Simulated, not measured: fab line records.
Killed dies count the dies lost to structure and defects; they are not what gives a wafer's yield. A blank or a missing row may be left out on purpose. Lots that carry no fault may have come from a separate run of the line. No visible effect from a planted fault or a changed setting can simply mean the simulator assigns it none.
The tool behind it: which one? | flow gf180mcu | Sampling: 14 lots, 42 wafers, 2 of 602 route steps

WHAT EACH GAUGE READ, for each wafer
GF_SAB_CD_MEAS_09 targets a cd of 420 nm. Usual: 419.7 nm for cd-nm, sd 2.5.
lot  | measured     | on        | cd-nm (nm)        | flag
L589 | day 15 01:58 | cd-sem-01 | 418.3 420.6 419.8 |
L590 | day 15 12:32 | cd-sem-01 | 419.2 418.0 417.3 |
L591 | day 15 21:32 | cd-sem-02 | 419.8 419.0 418.9 |
L593 | day 16 09:56 | cd-sem-01 | 414.1 416.0 417.1 |
L598 | day 18 08:23 | cd-sem-02 | 419.2 420.6 420.9 |
L599 | day 18 20:41 | cd-sem-01 | 418.6 420.6 416.5 |
L600 | day 19 01:32 | cd-sem-01 | 421.7 418.0 420.3 |
L604 | day 20 13:04 | cd-sem-01 | 420.0 419.8 419.2 |
L607 | day 21 14:22 | cd-sem-02 | 417.3 418.6 416.6 |
L608 | day 22 04:19 | cd-sem-01 | 424.7 422.1 423.0 |
L609 | day 22 09:00 | cd-sem-02 | 417.6 417.8 417.5 |
L610 | day 22 10:47 | cd-sem-02 | 419.8 419.7 418.7 |
L611 | day 22 20:06 | cd-sem-02 | 424.8 423.1 424.5 |
L606 | day 24 06:34 | cd-sem-01 | 415.6 416.4 416.0 |

GF_SAB_OVL_MEAS_10. Usual: SAB_OVL -0.6 nm, standard deviation 1.3.
lot  | measured     | on         | SAB_OVL (nm)   | flag
L589 | day 15 02:05 | overlay-02 | 0.7 -2.4 -2.4  |
L590 | day 15 12:37 | overlay-01 | -2.1 -0.8 -2.1 |
L591 | day 15 21:40 | overlay-01 | 1.0 -0.9 -0.1  |
L593 | day 16 10:04 | overlay-01 | -0.5 0.6 1.8   |
L598 | day 18 08:31 | overlay-02 | -3.1 -0.9 -1.2 |
L599 | day 18 20:49 | overlay-01 | -0.4 -1.1 -0.1 |
L600 | day 19 01:39 | overlay-02 | -0.7 0.1 -1.7  |
L604 | day 20 13:11 | overlay-01 | -0.8 -4.8 -2.3 |
L607 | day 21 14:29 | overlay-02 | 1.0 -2.7 -0.8  |
L608 | day 22 04:26 | overlay-01 | -0.6 -2.3 -1.6 |
L609 | day 22 09:07 | overlay-02 | 0.2 -0.8 1.0   |
L610 | day 22 10:54 | overlay-01 | -0.8 -1.3 0.4  |
L611 | day 22 20:13 | overlay-01 | -1.1 -1.9 -0.3 |
L606 | day 24 06:41 | overlay-02 | -1.8 1.5 -1.0  |

TOOL THAT RAN EACH LOT (tool first, then ch and the chambers of the sampled wafers, then the start)
The record shows no process step preceding these readings.

WHAT THE TOOLS THEMSELVES READ (means of the sampled wafers that have a number; where no wafer has one, the mark that the record gives instead)
The record holds no such reading with a usual standard deviation.

THE ANSWER, worked out from the rows above alone
Rule: lot off if the mean of its wafers having a number is beyond 3 standard deviations from the usual mean. A lot without any number at a reading at which 4 lots or more have one is off too. Any other lot the step has rows for is counted as sound. Order of review: gauges by route order, followed by the tools' own readings, for which a lot's mean as printed above is used. The first step at which some lot is off is used, and at that step the reading that is off furthest; a lot without a number counts as furthest.
Across all readings shown, no lot is off: no conclusion can be drawn from this.

WHAT WAS PUT IN BY THE SIMULATOR
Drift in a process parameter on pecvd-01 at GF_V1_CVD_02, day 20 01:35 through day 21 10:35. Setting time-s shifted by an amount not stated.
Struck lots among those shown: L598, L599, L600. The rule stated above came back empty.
